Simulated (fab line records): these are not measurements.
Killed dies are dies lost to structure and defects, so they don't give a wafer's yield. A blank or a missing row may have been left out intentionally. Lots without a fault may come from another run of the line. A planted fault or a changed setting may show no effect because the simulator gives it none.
Chamber matching | flow sky130 | SKY_LI_CONTACT_CMP_24 on cmp-02: 4 sister chambers
The step polishes, stops on PSG, t overpolish 20 s, target thk 0 nm. 20 wafers are shown with their chamber, then 10 later ones without.

WAFERS, EACH WITH ITS CHAMBER
wafer  | chamber | motor-current-A (A) | time-to-endpoint-s (s) | overpolish-run-s (s)
L074.1 | 3       | 10.8                | 91                     | 19.988
L074.3 | 0       | 10.4                | 95                     | 20.008
L074.5 | 0       | 10.4                | 95                     | 20.003
L076.2 | 0       | 10.2                | 106                    | 19.982
L076.4 | 3       | 11.3                | 98                     | 20.000
L076.5 | 2       | 11.7                | 95                     | 20.006
L078.2 | 1       | 10.6                | 113                    | 20.001
L078.4 | 2       | 12.4                | 94                     | 20.002
L078.6 | 2       | 12.4                | 92                     | 20.007
L080.1 | 0       | 10.5                | 95                     | 20.004
L080.2 | 3       | 11.4                | 90                     | 20.004
L080.4 | 2       | 12.5                | 91                     | 19.996
L082.1 | 1       | 11.2                | 106                    | 20.013
L082.4 | 0       | 10.9                | 100                    | 19.997
L082.5 | 3       | 10.9                | 86                     | 20.010
L081.2 | 0       | 10.6                | 99                     | 19.994
L081.4 | 1       | 10.9                | 104                    | 20.005
L081.6 | 3       | 11.3                | 89                     | 19.987
L085.2 | 3       | 11.9                | 97                     | 20.013
L085.3 | 1       | 11.6                | 113                    | 20.014

SIGNATURES (averages over the wafers above)
reading            | chamber 0 | chamber 1 | chamber 2 | chamber 3 | scatter within a chamber
motor-current-A    | 10.500    | 11.075    | 12.250    | 11.267    | 0.355
time-to-endpoint-s | 98.33     | 109.00    | 93.00     | 91.83     | 4.2
overpolish-run-s   | 19.99800  | 20.00825  | 20.00275  | 20.00033  | 0.00875
Rule: a wafer lies at a distance from a chamber equal to the root of the sum of squares, over the readings, of (its reading less the chamber's mean, divided by the reading's scatter). The wafer belongs to the nearest chamber; if the next one is less than 2 further off, it can't be placed. How the scatter is found: for the shown wafers, subtract from each reading the mean of its chamber, square and add these, divide the total by (wafers less chambers), then take the root.

WAFERS WITHOUT THEIR CHAMBER
wafer  | motor-current-A (A) | time-to-endpoint-s (s) | overpolish-run-s (s)
L085.6 | 11.1                | 100                    | 19.988
L088.2 | 10.8                | 89                     | 19.995
L088.4 | 11.6                | 104                    | 19.994
L088.5 | 11.4                | 103                    | 20.003
L093.1 | 12.2                | 88                     | 19.987
L093.3 | 11.0                | 100                    | 19.999
L093.5 | 10.1                | 96                     | 20.021
L092.1 | 12.0                | 91                     | 19.999
L092.2 | 10.2                | 98                     | 19.995
L092.4 | 11.3                | 103                    | 20.015

EACH ONE'S CHAMBER
wafer  | from the rows above               | in truth
L085.6 | can't be placed: 0 or 3 or 1 or 2 | 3
L088.2 | can't be placed: 3 or 0           | 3
L088.4 | can't be placed: 1 or 3 or 2 or 0 | 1
L088.5 | can't be placed: 1 or 3 or 0 or 2 | 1
L093.1 | can't be placed: 2 or 3           | 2
L093.3 | can't be placed: 0 or 3 or 1      | 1
L093.5 | can't be placed: 0 or 3 or 1      | 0
L092.1 | can't be placed: 2 or 3           | 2
L092.2 | 0                                 | 0
L092.4 | can't be placed: 1 or 3 or 0      | 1
1 of 10 placed correctly. Not placeable from these rows: 9 (in 9, the candidates include the true chamber). 0 placed wrongly.
